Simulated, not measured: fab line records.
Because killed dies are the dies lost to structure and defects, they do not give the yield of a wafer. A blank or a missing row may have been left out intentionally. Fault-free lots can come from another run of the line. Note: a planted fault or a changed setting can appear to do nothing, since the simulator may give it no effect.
What tool caused it? -- flow sky130 -- Sampling: 13 lots, 39 wafers, 4 of 708 route steps

WHAT EACH GAUGE READ, for each wafer
SKY_METAL2_RS_MEAS_05: measurement is done with a four-point probe.
lot,measured,on,METAL2_ALCU_RS (ohm/sq)
L160,day 33 19:08,film metro-04,0.1244 0.1266 0.1281
L161,day 34 08:40,film metro-02,0.1240 0.1250 0.1246
L164,day 35 08:39,film metro-02,0.1277 0.1294 0.1285
L165,day 36 09:46,film metro-03,0.1250 0.1247 0.1246
L167,day 36 14:40,film metro-03,0.1292 0.1276 0.1285
L168,day 36 20:07,film metro-04,0.1281 0.1292 0.1271
L169,day 37 04:21,film metro-04,0.1271 0.1261 0.1261
L171,day 37 15:24,film metro-02,0.1261 0.1256 0.1251
L172,day 37 22:49,film metro-02,0.1260 0.1261 0.1264
L173,day 38 04:07,film metro-03,0.1257 0.1273 0.1262
L181,day 40 17:28,film metro-02,0.1278 0.1271 0.1272
L182,day 40 19:05,film metro-03,0.1300 0.1278 0.1271
L183,day 41 00:04,film metro-02,0.1264 0.1275 0.1269

SKY_VIA2_CD_MEAS_12 targets a cd of 200 nm.
lot,measured,on,cd nm (nm)
L160,day 36 01:10,cd sem-01,198.6 198.8 198.8
L161,day 36 15:23,cd sem-02,200.2 199.9 199.8
L164,day 37 15:05,cd sem-02,198.9 197.5 198.4
L165,day 38 15:10,cd sem-02,199.9 202.1 200.1
L167,day 38 20:11,cd sem-01,200.1 200.8 199.8
L168,day 39 00:31,cd sem-02,199.4 199.4 198.0
L169,day 39 08:18,cd sem-02,199.2 198.9 199.7
L171,day 39 19:25,cd sem-02,201.3 201.8 199.9
L172,day 40 04:37,cd sem-02,199.9 199.9 199.6
L173,day 40 07:53,cd sem-01,199.1 198.8 198.7
L181,day 42 19:19,cd sem-02,199.3 199.1 199.8
L182,day 42 20:07,cd sem-02,201.4 200.2 201.3
L183,day 43 00:53,cd sem-01,199.4 198.1 199.2

WHAT TOOL EACH LOT RAN ON (gives the tool, then ch and the chambers of the sampled wafers, and finally the start)
lot,SKY_VIA2_CMP_02,SKY_VIA2_DEVELOP_11
L160,"cmp-02 ch 0,1,3, day 34 22:47","litho track-01 ch 0, day 36 00:00"
L161,"cmp-01 ch 0,2,3, day 35 12:36","litho track-01 ch 0, day 36 15:00"
L164,"cmp-01 ch 0,1, day 36 12:50","litho track-04 ch 0, day 37 14:00"
L165,"cmp-02 ch 1,2,3, day 37 12:46","litho track-02 ch 0, day 38 15:00"
L167,"cmp-01 ch 0,1,2, day 37 17:22","litho track-01 ch 0, day 38 20:00"
L168,"cmp-02 ch 0,2, day 37 22:40","litho track-01 ch 0, day 39 00:00"
L169,"cmp-01 ch 0,3, day 38 06:59","litho track-02 ch 0, day 39 08:00"
L171,"cmp-01 ch 0,1,2, day 38 18:25","litho track-01 ch 0, day 39 19:00"
L172,"cmp-01 ch 0,2,3, day 39 04:44","litho track-04 ch 0, day 40 04:00"
L173,"cmp-01 ch 1,2,3, day 39 06:41","litho track-01 ch 0, day 40 07:00"
L181,"cmp-02 ch 0,2,3, day 41 19:06","litho track-04 ch 0, day 42 19:00"
L182,"cmp-01 ch 0,2,3, day 41 20:20","litho track-02 ch 0, day 42 19:00"
L183,"cmp-02 ch 0,1,3, day 42 01:19","litho track-04 ch 0, day 43 00:00"
- SKY_VIA2_CMP_02: polishes SiO2.
- SKY_VIA2_DEVELOP_11: develop time 57.96 s.

WHAT THE TOOLS THEMSELVES READ (means of the sampled wafers that have a number; where no wafer has one, the mark that the record gives instead)
SKY_VIA2_CMP_02.
lot,tool,head pressure psi (psi),motor current A (A)
L160,cmp-02,3.998,11.2
L161,cmp-01,4.001,11.6
L164,cmp-01,4.005,13.2
L165,cmp-02,4.005,11.1
L167,cmp-01,4.008,11.7
L168,cmp-02,3.997,10.9
L169,cmp-01,3.999,12.8
L171,cmp-01,4.006,12.1
L172,cmp-01,3.994,11.5
L173,cmp-01,4.005,12.6
L181,cmp-02,4.005,10.9
L182,cmp-01,4.003,11.5
L183,cmp-02,4.006,11.6

SKY_VIA2_DEVELOP_11.
lot,tool,developer temp C (C)
L160,litho track-01,21.14
L161,litho track-01,20.94
L164,litho track-04,20.98
L165,litho track-02,20.92
L167,litho track-01,21.02
L168,litho track-01,21.13
L169,litho track-02,20.97
L171,litho track-01,21.77
L172,litho track-04,20.96
L173,litho track-01,21.60
L181,litho track-04,21.08
L182,litho track-02,21.17
L183,litho track-04,21.05

THE ANSWER, worked out from the rows above alone
Rule: usual is defined by the lots themselves. Put in order of their means at a reading, lots are off if they are a third of the lots or fewer, leave a main group of 4 or more, and stand apart from it by a gap of 3 or more times the standard deviation of the main group's means; of several such gaps the widest counts. If all means in a main group match to the digits the tables above print for the reading, that group is not used. A lot without any number at a reading at which 4 lots or more have one is off too. Any other lot the step has rows for is counted as sound. After the gauges, taken in route order, come the tools' own readings; for these a lot's mean is taken, as printed above. At the first step where some lot is off, the reading lying furthest off is the one used; lots without a number count as furthest.
Off: L171, L173 (SKY_VIA2_DEVELOP_11, developer temp C). The main group: mean 21.03 C, standard deviation 0.083.
If a tool, at that step or one of the process steps before it, ran each lot that is off and ran no sound lot following the first of them, it fits. One candidate fits, namely litho track-01 at SKY_VIA2_DEVELOP_11. A fault onset in the window from L168 (day 39 00:00, its last sound lot) to L171 (day 39 19:00, its first lot off) fits.
On the lots that are off, the tool's own readings at SKY_VIA2_DEVELOP_11 differ by more than 5 times the standard deviation of the sound lots' means, which bears it out; developer temp C reads 21.69 C there versus 21.03 C on the sound lots.

WHAT WAS PUT IN BY THE SIMULATOR
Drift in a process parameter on litho track-01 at SKY_VIA2_DEVELOP_11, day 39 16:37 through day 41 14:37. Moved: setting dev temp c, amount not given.
Shown lots that were struck: L171, L173. Same finding as the rule above.
